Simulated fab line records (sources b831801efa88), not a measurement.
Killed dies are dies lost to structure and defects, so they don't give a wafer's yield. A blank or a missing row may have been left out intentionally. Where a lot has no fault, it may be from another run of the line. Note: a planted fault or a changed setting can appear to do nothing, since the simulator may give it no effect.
Which tool is to blame? -- flow gf180mcu -- Sampling: 7 lots, 21 wafers, 3 of 602 route steps

== WHAT THE GAUGES READ, wafer by wafer ==
GF_CONTACT_OVL_MEAS_15.
lot,measured,on,CONTACT_OVL (nm)
L943,day 17 03:26,overlay-01,4 3 5
L946,day 17 20:29,overlay-02,-7 -9 -7
L948,day 18 16:44,overlay-02,0 1 -2
L951,day 19 09:58,overlay-01,7 2 7
L953,day 20 00:33,overlay-02,3 -2 -1
L955,day 21 04:41,overlay-01,-7 -8 -9
L957,day 21 16:02,overlay-01,-5 -3 -2

== WHICH TOOL RAN EACH LOT (tool, then ch and the chambers of the sampled wafers, then the start) ==
lot,GF_VT_IMPLANT_IMPLANT_30,GF_CONTACT_CMP_04
L943,"implanter-04 ch 0, day 7 16:01","cmp-02 ch 0,2, day 16 04:22"
L946,"implanter-02 ch 0, day 8 08:01","cmp-02 ch 0,1,3, day 16 20:43"
L948,"implanter-04 ch 0, day 8 19:19","cmp-01 ch 2,3, day 17 15:57"
L951,"implanter-02 ch 0, day 9 06:04","cmp-02 ch 0,1,3, day 18 09:43"
L953,"implanter-04 ch 0, day 9 17:06","cmp-01 ch 1,2,3, day 18 23:59"
L955,"implanter-04 ch 0, day 10 08:11","cmp-01 ch 2,3, day 20 04:32"
L957,"implanter-02 ch 0, day 10 22:30","cmp-02 ch 1,2,3, day 20 16:46"
- GF_VT_IMPLANT_IMPLANT_30
- GF_CONTACT_CMP_04: polishes SiO2.

== THE ANSWER, worked out from the rows above alone ==
Rule: usual is defined by the lots themselves. Put in order of their means at a reading, lots are off if they are a third of the lots or fewer, leave a main group of 4 or more, and stand apart from it by a gap of 3 or more times the standard deviation of the main group's means; of several such gaps the widest counts. A main group is skipped when, at the precision printed for the reading in the tables above, its means are all equal. Also off: a lot with no number at a reading for which 4 or more lots have one. The other lots that the step has rows for count as sound.
Nothing can be told from this: no lot is off at any reading shown.

== WHAT WAS PUT IN BY THE SIMULATOR ==
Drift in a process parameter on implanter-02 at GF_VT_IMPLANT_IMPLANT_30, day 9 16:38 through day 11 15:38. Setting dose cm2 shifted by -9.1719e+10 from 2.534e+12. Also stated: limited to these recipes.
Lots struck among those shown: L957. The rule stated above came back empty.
